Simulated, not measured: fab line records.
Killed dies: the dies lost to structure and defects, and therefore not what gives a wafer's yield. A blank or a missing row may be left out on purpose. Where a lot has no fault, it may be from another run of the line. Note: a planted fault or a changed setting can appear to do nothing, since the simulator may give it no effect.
A lot that was struck, set against a sound lot || flow sfq line || 21 out of 325 route steps
Sound: the wafers L309.1, L309.4, L309.5. Struck: wafers L323.1, L323.2, L323.6. The cause comes at the end.
Per side, at each step with rows, come the tool, then ch with its chambers, and then its first start. Under that, the readings that differ: sound wafers || struck wafers || difference of the means || sigmas: that difference in standard deviations of wafers without a fault.
alike: words and numbers the same on both sides, and readings whose means are apart by under 2 such deviations; not compared: readings that were withheld, readings missing a value for some wafer, numbers with overlapping values and no deviation given by the record, and bounds like >300 which may hide the same value.
The two part at a step that has a row with sigmas, a row that says differs or no value, or rows on one side only. Numbers that have no deviation but don't overlap get no sigmas and don't part them. A reading missing from all wafers of one side parts the sides only when that side holds two or more wafers.

SFQ_L0_THK_MEAS_902: measures by xrf.
  sound: film metro-04 at day 2 03:41; struck: film metro-01 at day 5 01:41
  alike: L0_MONX_KI_THK
then, 6 steps without rows for these wafers: SFQ_TRILAYER_L0_LITHO_COAT_010 (resist thk 62 nm); SFQ_TRILAYER_L0_LITHO_COAT_005 (resist thk 600 nm); SFQ_TRILAYER_L0_LITHO_SOFTBAKE_009; SFQ_TRILAYER_L0_LITHO_EXPOSE_006 (exposes mask L0, target cd 2000 nm); SFQ_TRILAYER_L0_LITHO_PEB_008 (peb time 60 s); SFQ_TRILAYER_L0_LITHO_DEVELOP_007 (time 60 s).
-- the record jumps here: 5 days lie between the struck wafers' starts before and after --
SFQ_TRILAYER_L0_BARC_OPEN_METAL_ETCH_010: etches BARC in O2, target depth 125 nm, time 41.7 s.
  sound on rie metal-04 ch 0,1, day 5 06:31; struck on rie metal-03 ch 0,1, day 9 16:38
{"reading": "drypump motor current A (A)", "sound": "6.2 5.5 6.2", "struck": "4.8 5.6 4.8", "difference": -0.9, "sigmas": -2}
  alike: he backside leak sccm, oes product au
  not compared: rf hours counter h
SFQ_TRILAYER_L0_ETCH_METAL_ETCH_008: etches MoNx KI in SF6/O2, stops on SiO2, target depth 50 nm, time 25 s.
  sound on rie metal-04 ch 0,1, day 5 06:34; struck on rie metal-03 ch 0,1, day 9 16:42
{"reading": "drypump motor current A (A)", "sound": "6.2 5.6 6.2", "struck": "4.8 5.5 4.8", "difference": -1.0, "sigmas": -2}
  alike: he backside leak sccm, oes product au
  not compared: rf hours counter h
SFQ_TRILAYER_L0_STRIP_STRIP_009: strips in O2.
  sound on rie metal-04 ch 0,1, day 5 06:37; struck on rie metal-03 ch 0,1, day 9 16:45
{"reading": "drypump motor current A (A)", "sound": "6.2 5.5 6.2", "struck": "4.9 5.5 4.9", "difference": -0.9, "sigmas": -2}
{"reading": "oes product au (a.u.)", "sound": "0.995 1.017 0.991", "struck": "0.991 0.979 0.985", "difference": -0.016, "sigmas": -2}
  alike: he backside leak sccm
  not compared: rf hours counter h
then, 1 step without rows for these wafers: SFQ_TRILAYER_L0_STRIP_SOLV_CLEAN_010 (cleans in NMP, time 600 s).
SFQ_TRILAYER_L0_CAP_PECVD_011: deposits SiO2 from SiH4/N2O, time 13.333 s, target thk 60 nm.
  sound on pecvd-02 ch 0,1, day 5 07:23; struck on pecvd-03 ch 0,1,2, day 9 17:31
  alike: heater power w, throttle valve pct
SFQ_TRILAYER_L0_VIA_LITHO_COAT_018: resist thk 62 nm.
  sound on litho track-02 ch 0, day 5 07:25; struck on litho track-02 ch 0, day 9 17:35
{"reading": "model.BARC_of_TRILAYER_L0_VIA_LITHO_COAT_018.thk nm (nm)", "sound": "62.11 61.99 61.94", "struck": "65.71 65.78 65.82", "difference": "+3.76", "sigmas": ""}
  alike: resist line temp C
then, 5 steps without rows for these wafers: SFQ_TRILAYER_L0_VIA_LITHO_COAT_013 (resist thk 650 nm); SFQ_TRILAYER_L0_VIA_LITHO_SOFTBAKE_017; SFQ_TRILAYER_L0_VIA_LITHO_EXPOSE_014 (exposes mask L0V, target cd 700 nm); SFQ_TRILAYER_L0_VIA_LITHO_PEB_016 (peb time 60 s); SFQ_TRILAYER_L0_VIA_LITHO_DEVELOP_015 (time 60 s).
-- the record jumps here: 5 days lie between the struck wafers' starts before and after --
SFQ_L0V_OVL_MEAS_903:
  sound: overlay-02 at day 9 21:26; struck: overlay-02 at day 14 15:26
  alike: L0V_OVL
SFQ_TRILAYER_L0_VIA_BARC_OPEN_VIA_ETCH_021: etches BARC in O2, target depth 125 nm, time 41.7 s.
  sound on rie diel-02 ch 1,3, day 9 21:29; struck on rie diel-03 ch 0,1,2, day 14 15:29
{"reading": "oes product au (a.u.)", "sound": "0.683 0.691 0.686", "struck": "0.697 0.710 0.703", "difference": "+0.017", "sigmas": "+4"}
{"reading": "model.etch.depth nm (nm)", "sound": "62.11 61.99 61.94", "struck": "65.71 65.78 65.82", "difference": "+3.76", "sigmas": ""}
  alike: drypump motor current A
  not compared: rf hours counter h
SFQ_TRILAYER_L0_VIA_ETCH_VIA_ETCH_016: etches SiO2 in CHF3, stops on MoNx KI, target depth 80 nm.
  sound on rie diel-02 ch 1,3, day 9 21:31; struck on rie diel-03 ch 0,1,2, day 14 15:31
  alike: drypump motor current A, oes product au

## WHERE THEY PART
Last at SFQ_TRILAYER_L0_VIA_BARC_OPEN_VIA_ETCH_021 as far as this record goes, first at SFQ_TRILAYER_L0_BARC_OPEN_METAL_ETCH_010. Later steps at which nothing parts them and some readings are alike: SFQ_TRILAYER_L0_VIA_ETCH_VIA_ETCH_016.

WHY: what had been put in by the simulator
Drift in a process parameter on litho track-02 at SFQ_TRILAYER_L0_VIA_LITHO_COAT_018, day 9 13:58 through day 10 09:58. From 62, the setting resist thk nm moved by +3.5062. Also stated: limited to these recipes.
